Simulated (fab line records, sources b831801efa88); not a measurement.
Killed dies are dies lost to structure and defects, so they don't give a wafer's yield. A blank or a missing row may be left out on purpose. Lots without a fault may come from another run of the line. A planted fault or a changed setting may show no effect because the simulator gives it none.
fab line records | flow gf180mcu
record lots=24 wafers=72 last_day=34
route steps=602 shown PSD@256 V1@336 M4@458 V5@542
lots that met no fault: from a run of the same line without faults
start_h: hours from the record's first day to the start of the lot's first wafer shown | wait_h: hours since the lot's step before | " the same as in the row above | L1.1+2: a row that stands for several wafers | - no value, or no start given | * or withheld: withheld | < > ~ a bound
route shown NAME@n: a module of which the file shows steps, and the number in the route of the first | usual: mean/standard deviation of fault-free wafers | same: alike in all rows | chamber/n: place in a boat | sites: the reading at each site | _std_site: their standard deviation | _edge_site: outer sites' mean less inner sites' | radius_mm: how far each site lies from the wafer's centre | mask NAME#n: copy n | behind: the tool/chamber that last shaped the wafer | hold: why the lot was held/for how many hours/how that ended | device: the transistor (n, p or np) that didn't switch | end of line: the same wafers' tests at the end of the route | a step without rows: its recipe alone | killed: dies lost to structure and defects at the first sort, not the wafer's yield | map: a wafer's dies, x killed, . not, _ none there
set.NAME: the setting as run; set.NAME@STEP: as run at that earlier step | model.NAME: the simulator's own value behind a step, which no gauge read
steps of the route over a sample of lots; a table a step, a row a wafer
services: from which hour (start_h, from the record's first day; less than 0 if before it) a tool's chamber was out of use, for how many hours, and why
## steps
# step GF_PSD_OVL_MEAS_08
# usual PSD_OVL=-0.5/1.6
# columns lot.wafer tool chamber start_h wait_h PSD_OVL[nm]
L074.1 overlay-01 - 316.76 0.1 0.0
L074.5 " - " " 0.3
L074.6 " - " " -0.2
L075.2 overlay-02 - 320.78 0.1 -1.0
L075.4 " - " " -0.6
L075.6 " - " " 0.5
L076.1 overlay-01 - 329.91 0.1 -2.9
L076.4 " - " " -2.6
L076.5 " - " " -3.6
L077.3 overlay-02 - 338.57 0.1 -1.0
L077.4 " - " " -0.5
L077.6 " - " " -1.2
L078.2 overlay-02 - 348.18 0.1 -4.7
L078.3 " - " " -2.1
L078.5 " - " " -2.3
L079.3 overlay-01 - 363.44 0.1 -0.5
L079.4 " - " " -1.2
L079.6 " - " " -1.5
L080.4 overlay-02 - 369.56 0.1 0.9
L080.5 " - " " 1.6
L080.6 " - " " 0.1
L081.2 overlay-02 - 380.28 0.1 -1.1
L081.4 " - " " -0.9
L081.5 " - " " 0.3
L082.4 overlay-02 - 385.79 0.1 -1.2
L082.5 " - " " -1.1
L082.6 " - " " 0.1
L083.4 overlay-02 - 391.58 0.1 0.0
L083.5 " - " " 0.4
L083.6 " - " " 0.4
L084.1 overlay-02 - 406.61 0.1 1.7
L084.3 " - " " 2.2
L084.4 " - " " 0.9
L085.1 overlay-01 - 423.47 0.1 0.4
L085.3 " - " " 0.2
L085.5 " - " " -0.1
L086.4 overlay-02 - 435.93 0.1 0.4
L086.5 " - " " 1.2
L086.6 " - " " -0.1
L087.3 overlay-01 - 438.99 0.1 -1.8
L087.4 " - " " 0.1
L087.5 " - " " -0.3
L088.2 overlay-02 - 444.06 0.1 -2.2
L088.3 " - " " -1.8
L088.5 " - " " -2.8
L089.1 overlay-02 - 454.71 0.1 -1.6
L089.2 " - " " -0.9
L089.3 " - " " -0.4
L090.1 overlay-02 - 458.47 0.1 0.2
L090.4 " - " " -0.2
L090.6 " - " " 0.0
L091.3 overlay-01 - 471.07 0.1 -0.8
L091.4 " - " " 1.3
L091.6 " - " " 0.6
L092.1 overlay-02 - 475.46 0.1 1.4
L092.4 " - " " 2.4
L092.6 " - " " 1.7
L093.3 overlay-02 - 475.77 0.1 -1.2
L093.4 " - " " -0.5
L093.6 " - " " -1.7
L094.1 overlay-02 - 484.67 0.1 -3.7
L094.2 " - " " -1.6
L094.4 " - " " -3.3
L095.2 overlay-02 - 490.38 0.1 1.7
L095.5 " - " " 0.4
L095.6 " - " " 0.4
L096.3 overlay-02 - 500.69 0.1 -1.4
L096.4 " - " " -1.8
L096.6 " - " " 0.4
L097.3 overlay-02 - 505.99 0.1 0.1
L097.4 " - " " 0.2
L097.5 " - " " 0.8
# step GF_PSD_STRIP_10
# recipe chemistry=O2/N2 power_w=1400 pressure_mtorr=1500 platen_temp_c=250 o2_flow_sccm=3000 n2_flow_sccm=300 overash_fraction=0.5
# usual drypump_motor_current_A=5.9/0.62 heater_power_w=329/20 oes_product_au=0.592/0.0046 strip_time_to_endpoint_s=16.54/0.046
# columns lot.wafer tool chamber start_h wait_h drypump_motor_current_A heater_power_w oes_product_au rf_hours_counter_h strip_time_to_endpoint_s
L074.1 plasma_asher-04 1 316.95 0.1 6.2 326 0.590 70 16.51
L074.5 " 0 " " 6.1 308 0.589 - 16.47
L074.6 " 1 " " 6.2 324 0.601 - 16.55
L075.2 plasma_asher-01 0 320.96 0.1 4.7 311 0.583 52 16.45
L075.4 " 0 " " 4.7 309 0.597 - 16.50
L075.6 " 1 " " 6.7 372 0.584 - 16.49
L076.1 plasma_asher-04 1 330.10 0.1 6.3 334 0.597 71 16.50
L076.4 " 0 " " 6.1 312 0.593 - 16.53
L076.5 " 0 " " 6.1 305 0.589 - 16.53
L077.3 plasma_asher-04 0 338.78 0.1 6.1 312 0.597 - 16.46
L077.4 " 1 " " 6.3 324 0.595 - 16.48
L077.6 " 1 " " 6.3 339 0.603 - 16.52
L078.2 plasma_asher-04 0 348.36 0.1 6.1 308 0.593 73 16.56
L078.3 " 0 " " 6.1 303 0.587 - 16.58
L078.5 " 0 " " 6.1 316 0.594 - 16.60
L079.3 plasma_asher-04 0 363.65 0.1 6.1 312 0.590 - 16.54
L079.4 " 1 " " 6.2 329 0.591 - 16.57
L079.6 " 1 " " 6.2 331 0.599 - 16.54
L080.4 plasma_asher-03 0 369.76 0.1 5.2 347 0.589 - 16.55
L080.5 " 1 " " 6.1 328 0.589 - 16.52
L080.6 " 0 " " 5.2 358 0.589 - 16.50
L081.2 plasma_asher-03 0 380.46 0.1 5.1 359 0.587 72 16.56
L081.4 " 1 " " 6.1 328 0.587 - 16.61
L081.5 " 1 " " 6.1 331 0.595 - 16.58
L082.4 plasma_asher-01 0 385.99 0.1 4.7 300 0.596 - 16.68
L082.5 " 1 " " 6.8 362 0.595 - 16.63
L082.6 " 0 " " 4.7 302 0.588 - 16.61
L083.4 plasma_asher-03 0 391.78 0.1 5.2 357 0.596 - 16.52
L083.5 " 0 " " 5.2 354 0.587 - 16.57
L083.6 " 1 " " 6.1 324 0.592 - 16.50
L084.1 plasma_asher-04 1 406.79 0.1 6.2 332 0.595 79 16.57
L084.3 " 0 " " 6.1 314 0.596 - 16.58
L084.4 " 1 " " 6.2 328 0.584 - 16.58
L085.1 plasma_asher-04 0 423.66 0.1 6.1 310 0.580 81 16.61
L085.3 " 0 " " 6.1 304 0.598 - 16.55
L085.5 " 0 " " 6.1 318 0.588 - 16.56
L086.4 plasma_asher-03 1 436.13 0.1 6.1 326 0.594 - 16.61
L086.5 " 0 " " 5.2 347 0.591 - 16.61
L086.6 " 1 " " 6.1 321 0.595 - 16.62
L087.3 plasma_asher-04 1 439.19 0.1 6.2 326 0.593 - 16.50
L087.4 " 0 " " 6.1 309 0.594 - 16.52
L087.5 " 0 " " 6.1 313 0.585 - 16.54
L088.2 plasma_asher-03 1 444.24 0.1 6.1 322 0.590 2 16.52
L088.3 " 0 " " 5.2 341 0.594 - 16.54
L088.5 " 1 " " 6.1 322 0.589 - 16.51
L089.1 plasma_asher-03 0 454.89 0.1 5.2 349 0.584 3 16.56
L089.2 " 1 " " 6.1 312 0.585 3 16.53
L089.3 " 0 " " 5.2 347 0.597 - 16.56
L090.1 plasma_asher-01 1 458.66 0.1 6.8 363 0.595 63 16.55
L090.4 " 0 " " 4.7 308 0.588 - 16.55
L090.6 " 0 " " 4.7 308 0.591 - 16.62
L091.3 plasma_asher-04 1 471.28 0.1 6.3 341 0.587 - 16.54
L091.4 " 0 " " 6.1 313 0.595 - 16.52
L091.6 " 0 " " 6.1 325 0.593 - 16.49
L092.1 plasma_asher-01 0 475.64 0.1 4.7 305 0.592 65 16.51
L092.4 " 0 " " 4.7 301 0.583 - 16.51
L092.6 " 1 " " 6.8 359 0.588 - 16.52
L093.3 plasma_asher-01 1 475.98 0.1 6.8 365 0.593 - 16.47
L093.4 " 0 " " 4.8 305 0.594 - 16.46
L093.6 " 0 " " 4.7 309 0.589 - 16.46
L094.1 plasma_asher-03 0 484.86 0.1 5.2 348 0.596 6 16.57
L094.2 " 1 " " 6.1 322 0.592 6 16.57
L094.4 " 1 " " 6.1 326 0.592 - 16.54
L095.2 plasma_asher-01 0 490.56 0.1 4.7 300 0.593 66 16.54
L095.5 " 1 " " 6.8 363 0.600 - 16.53
L095.6 " 0 " " 4.7 305 0.591 - 16.50
L096.3 plasma_asher-04 0 500.89 0.1 6.1 311 0.593 - 16.49
L096.4 " 1 " " 6.2 334 0.589 - 16.47
L096.6 " 1 " " 6.2 335 0.595 - 16.49
L097.3 plasma_asher-04 1 506.19 0.1 6.3 326 0.590 - 16.52
L097.4 " 0 " " 6.1 312 0.593 - 16.49
L097.5 " 0 " " 6.1 310 0.590 - 16.54
# step GF_V1_THK_MEAS_01
# recipe reads=SiO2_of_V1_CVD_00
# usual V1_CVD_00_THK=604/6.5
# columns lot.wafer tool chamber start_h wait_h V1_CVD_00_THK[nm]
L074.1 film_metro-03 - 386.56 0.0 612
L074.5 " - " " 613
L074.6 " - " " 610
L075.2 film_metro-02 - 390.47 0.0 599
L075.4 " - " " 592
L075.6 " - " " 605
L076.1 film_metro-02 - 401.46 0.0 607
L076.4 " - " " 608
L076.5 " - " " 607
L077.3 film_metro-02 - 408.83 0.1 603
L077.4 " - " " 604
L077.6 " - " " 610
L078.2 film_metro-03 - 421.29 0.0 596
L078.3 " - " " 598
L078.5 " - " " 588
L079.3 film_metro-04 - 437.42 0.1 592
L079.4 " - " " 596
L079.6 " - " " 596
L080.4 film_metro-03 - 445.50 0.0 603
L080.5 " - " " 604
L080.6 " - " " 600
L081.2 film_metro-02 - 456.82 0.0 605
L081.4 " - " " 599
L081.5 " - " " 597
L082.4 film_metro-03 - 461.05 0.1 608
L082.5 " - " " 609
L082.6 " - " " 605
L083.4 film_metro-04 - 468.74 0.0 621
L083.5 " - " " 615
L083.6 " - " " 626
L084.1 film_metro-02 - 483.34 0.0 597
L084.3 " - " " 600
L084.4 " - " " 601
L085.1 film_metro-02 - 499.72 0.0 612
L085.3 " - " " 610
L085.5 " - " " 611
L086.4 film_metro-02 - 512.12 0.0 612
L086.5 " - " " 609
L086.6 " - " " 615
L087.3 film_metro-02 - 515.40 0.1 601
L087.4 " - " " 608
L087.5 " - " " 603
L088.2 film_metro-02 - 519.02 0.0 600
L088.3 " - " " 604
L088.5 " - " " 611
L089.1 film_metro-04 - 528.84 0.0 603
L089.2 " - " " 614
L089.3 " - " " 610
L090.1 film_metro-02 - 532.46 0.0 602
L090.4 " - " " 595
L090.6 " - " " 598
L091.3 film_metro-04 - 544.55 0.1 604
L091.4 " - " " 609
L091.6 " - " " 599
L092.1 film_metro-02 - 549.46 0.0 603
L092.4 " - " " 609
L092.6 " - " " 605
L093.3 film_metro-02 - 550.56 0.1 597
L093.4 " - " " 604
L093.6 " - " " 594
L094.1 film_metro-04 - 559.24 0.0 605
L094.2 " - " " 612
L094.4 " - " " 606
L095.2 film_metro-02 - 563.75 0.0 599
L095.5 " - " " 609
L095.6 " - " " 618
L096.3 film_metro-03 - 573.03 0.1 596
L096.4 " - " " 604
L096.6 " - " " 598
L097.3 film_metro-04 - 578.80 0.1 600
L097.4 " - " " 603
L097.5 " - " " 602
# step GF_M4_SPUTTER_02
# recipe material=AlCu target_thk_nm=450 power_w=10600 time_s=24.27 chamber_pressure_pa=0.4
# usual throttle_valve_pct=30.0/1.2
# columns lot.wafer tool chamber start_h wait_h throttle_valve_pct
L074.1 pvd_sputter-02 - 513.19 0.0 31.3
L074.5 " - " " 31.5
L074.6 " - " " 29.9
L075.2 pvd_sputter-03 - 517.14 0.0 30.9
L075.4 " - " " 30.4
L075.6 " - " " 27.4
L076.1 pvd_sputter-03 - 528.63 0.0 30.1
L076.4 " - " " 30.7
L076.5 " - " " 30.6
L077.3 pvd_sputter-02 - 536.06 0.0 31.5
L077.4 " - " " 31.5
L077.6 " - " " 31.4
L078.2 pvd_sputter-03 - 546.45 0.0 30.8
L078.3 " - " " 30.1
L078.5 " - " " 30.3
L079.3 pvd_sputter-04 - 562.94 0.0 29.3
L079.4 " - " " 31.4
L079.6 " - " " 31.8
L080.4 pvd_sputter-04 - 569.48 0.0 30.4
L080.5 " - " " 29.6
L080.6 " - " " 29.1
L081.2 pvd_sputter-04 - 579.12 0.0 29.4
L081.4 " - " " 30.6
L081.5 " - " " 31.7
L082.4 pvd_sputter-03 - 584.51 0.0 27.7
L082.5 " - " " 30.5
L082.6 " - " " 27.8
L083.4 pvd_sputter-04 - 590.04 0.0 30.0
L083.5 " - " " 30.2
L083.6 " - " " 31.9
L084.1 pvd_sputter-02 - 602.34 0.0 31.5
L084.3 " - " " 30.0
L084.4 " - " " 28.3
L085.1 pvd_sputter-03 - 617.49 0.0 30.5
L085.3 " - " " 27.6
L085.5 " - " " 31.1
L086.4 pvd_sputter-03 - 628.95 0.0 27.6
L086.5 " - " " 27.3
L086.6 " - " " 30.1
L087.3 pvd_sputter-02 - 632.89 0.0 29.7
L087.4 " - " " 28.2
L087.5 " - " " 28.4
L088.2 pvd_sputter-04 - 635.29 0.0 29.2
L088.3 " - " " 30.5
L088.5 " - " " 29.5
L089.1 pvd_sputter-03 - 645.29 0.0 27.6
L089.2 " - " " 30.0
L089.3 " - " " 30.2
L090.1 pvd_sputter-04 - 647.34 0.0 29.6
L090.4 " - " " 30.2
L090.6 " - " " 31.6
L091.3 pvd_sputter-04 - 657.33 0.0 29.1
L091.4 " - " " 29.4
L091.6 " - " " 29.3
L092.1 pvd_sputter-04 - 662.01 0.0 30.3
L092.4 " - " " 31.6
L092.6 " - " " 29.6
L093.3 pvd_sputter-03 - 664.47 0.0 30.6
L093.4 " - " " 30.8
L093.6 " - " " 30.7
L094.1 pvd_sputter-04 - 670.95 0.0 29.6
L094.2 " - " " 30.3
L094.4 " - " " 31.4
L095.2 pvd_sputter-03 - 674.63 0.0 30.2
L095.5 " - " " 30.8
L095.6 " - " " 30.2
L096.3 pvd_sputter-04 - 683.31 0.0 29.2
L096.4 " - " " 29.4
L096.6 " - " " 30.5
L097.3 pvd_sputter-03 - 687.58 0.0 30.3
L097.4 " - " " 30.0
L097.5 " - " " 30.0
# step GF_V5_CVD_02
# recipe material=SiO2 target_thk_nm=1450 precursor=TEOS temp_c=400 time_s=163.28 rf_w=600
# usual heater_power_w=666/87
# columns lot.wafer tool chamber start_h wait_h heater_power_w
L074.1 pecvd-02 0 605.78 0.1 558
L074.5 " 0 " " 634
L074.6 " 2 " " 623
L075.2 pecvd-01 2 609.53 0.0 792
L075.4 " 1 " " 724
L075.6 " 2 " " 639
L076.1 pecvd-02 2 620.41 0.1 741
L076.4 " 2 " " 621
L076.5 " 0 " " 514
L077.3 pecvd-01 2 626.22 0.0 695
L077.4 " 0 " " 564
L077.6 " 1 " " 755
L078.2 pecvd-01 0 636.51 0.0 707
L078.3 " 2 " " 724
L078.5 " 0 " " 560
L079.3 pecvd-02 1 651.48 0.0 693
L079.4 " 1 " " 552
L079.6 " 0 " " 619
L080.4 pecvd-02 2 658.09 0.1 750
L080.5 " 1 " " 547
L080.6 " 0 " " 503
L081.2 pecvd-02 0 664.66 0.0 646
L081.4 " 0 " " 512
L081.5 " 2 " " 611
L082.4 pecvd-03 2 670.92 0.1 515
L082.5 " 0 " " 637
L082.6 " 1 " " 840
L083.4 pecvd-01 1 674.59 0.1 607
L083.5 " 0 " " 659
L083.6 " 2 " " 649
L084.1 pecvd-02 1 686.23 0.1 690
L084.3 " 2 " " 723
L084.4 " 0 " " 498
L085.1 pecvd-02 0 699.53 0.1 631
L085.3 " 2 " " 768
L085.5 " 0 " " 588
L086.4 pecvd-01 0 711.41 0.1 693
L086.5 " 2 " " 799
L086.6 " 1 " " 618
L087.3 pecvd-01 0 713.34 0.0 665
L087.4 " 1 " " 620
L087.5 " 0 " " 553
L088.2 pecvd-03 0 715.46 0.0 790
L088.3 " 1 " " 811
L088.5 " 0 " " 645
L089.1 pecvd-02 2 724.52 0.1 745
L089.2 " 1 " " 622
L089.3 " 0 " " 598
L090.1 pecvd-01 0 726.62 0.1 594
L090.4 " 1 " " 772
L090.6 " 0 " " 670
L091.3 pecvd-02 0 735.64 0.0 605
L091.4 " 1 " " 646
L091.6 " 0 " " 511
L092.1 pecvd-03 1 739.70 0.1 835
L092.4 " 0 " " 796
L092.6 " 1 " " 679
L093.3 pecvd-02 1 741.38 0.0 586
L093.4 " 0 " " 611
L093.6 " 2 " " 741
L094.1 pecvd-03 0 746.95 0.1 720
L094.2 " 1 " " 714
L094.4 " 0 " " 794
L095.2 pecvd-02 1 751.15 0.0 601
L095.5 " 0 " " 497
L095.6 " 1 " " 679
L096.3 pecvd-03 0 758.12 0.0 655
L096.4 " 2 " " 504
L096.6 " 1 " " 708
L097.3 pecvd-03 0 762.88 0.0 805
L097.4 " 0 " " 622
L097.5 " 2 " " 597
# step GF_V5_SPUTTER_22
# recipe material=TiN target_thk_nm=10 chamber_pressure_pa=5 power_w=4000 time_s=40
# usual throttle_valve_pct=30.0/1.3
# columns lot.wafer tool chamber start_h wait_h throttle_valve_pct
L074.1 pvd_sputter-01 - 627.89 0.0 30.2
L074.5 " - " " 29.7
L074.6 " - " " 29.4
L075.2 pvd_sputter-03 - 631.21 0.0 29.7
L075.4 " - " " 27.6
L075.6 " - " " 30.3
L076.1 pvd_sputter-03 - 642.00 0.0 30.3
L076.4 " - " " 30.7
L076.5 " - " " 30.7
L077.3 pvd_sputter-01 - 646.85 0.0 29.9
L077.4 " - " " 28.8
L077.6 " - " " 29.0
L078.2 pvd_sputter-01 - 657.21 0.0 29.0
L078.3 " - " " 29.8
L078.5 " - " " 30.1
L079.3 pvd_sputter-01 - 672.86 0.0 30.2
L079.4 " - " " 28.7
L079.6 " - " " 30.0
L080.4 pvd_sputter-03 - 679.30 0.0 31.0
L080.5 " - " " 30.5
L080.6 " - " " 30.1
L081.2 pvd_sputter-03 - 684.75 0.0 30.0
L081.4 " - " " 31.0
L081.5 " - " " 30.6
L082.4 pvd_sputter-03 - 690.75 0.0 30.1
L082.5 " - " " 30.7
L082.6 " - " " 29.9
L083.4 pvd_sputter-03 - 694.59 0.0 30.7
L083.5 " - " " 27.6
L083.6 " - " " 30.4
L084.1 pvd_sputter-01 - 706.15 0.0 29.4
L084.3 " - " " 32.4
L084.4 " - " " 28.5
L085.1 pvd_sputter-01 - 718.44 0.0 32.3
L085.3 " - " " 29.3
L085.5 " - " " 28.7
L086.4 pvd_sputter-03 - 730.70 0.0 30.6
L086.5 " - " " 30.0
L086.6 " - " " 30.3
L087.3 pvd_sputter-01 - 732.25 0.0 28.9
L087.4 " - " " 32.2
L087.5 " - " " 28.8
L088.2 pvd_sputter-02 - 734.40 0.0 29.6
L088.3 " - " " 28.2
L088.5 " - " " 31.5
L089.1 pvd_sputter-02 - 743.31 0.0 28.6
L089.2 " - " " 31.5
L089.3 " - " " 31.5
L090.1 pvd_sputter-02 - 745.39 0.0 28.4
L090.4 " - " " 29.7
L090.6 " - " " 29.5
L091.3 pvd_sputter-03 - 754.04 0.0 27.5
L091.4 " - " " 30.1
L091.6 " - " " 30.4
L092.1 pvd_sputter-03 - 757.81 0.0 30.1
L092.4 " - " " 30.2
L092.6 " - " " 30.8
L093.3 pvd_sputter-01 - 759.33 0.0 32.3
L093.4 " - " " 28.7
L093.6 " - " " 32.5
L094.1 pvd_sputter-01 - 764.90 0.0 28.9
L094.2 " - " " 29.3
L094.4 " - " " 32.1
L095.2 pvd_sputter-02 - 769.10 0.0 31.3
L095.5 " - " " 29.6
L095.6 " - " " 31.8
L096.3 pvd_sputter-03 - 775.93 0.0 30.6
L096.4 " - " " 30.1
L096.6 " - " " 30.0
L097.3 pvd_sputter-02 - 780.31 0.0 29.8
L097.4 " - " " 31.8
L097.5 " - " " 31.5
## services
# columns tool chamber start_h hours kind
pvd_sputter-04 - 296.69 0.6 repair
pvd_sputter-01 - 316.75 1.0 repair
pecvd-02 - 333.14 4.3 pm
pvd_sputter-02 - 342.22 2.4 repair
pvd_sputter-02 - 344.74 1.2 repair
pvd_sputter-02 - 361.34 0.6 repair
pecvd-02 2 407.92 2.2 repair
pecvd-02 2 471.99 1.8 repair
pecvd-02 0 473.59 7.6 repair
plasma_asher-04 - 474.50 7.9 repair
pvd_sputter-03 - 490.36 0.8 repair
pecvd-02 - 534.50 0.6 repair
pecvd-02 - 541.11 2.7 repair
plasma_asher-04 - 546.46 0.9 repair
pecvd-02 - 591.12 14.0 pm
pvd_sputter-01 - 598.81 3.0 repair
plasma_asher-04 - 610.75 1.7 repair
pvd_sputter-02 - 616.38 2.8 repair
pvd_sputter-01 - 621.42 2.4 repair
plasma_asher-04 - 624.27 4.4 pm
pvd_sputter-02 - 641.09 61.8 repair
pecvd-02 - 662.08 1.3 repair
pecvd-02 1 697.21 17.5 repair
plasma_asher-04 - 733.75 9.0 pm
## key
fault none
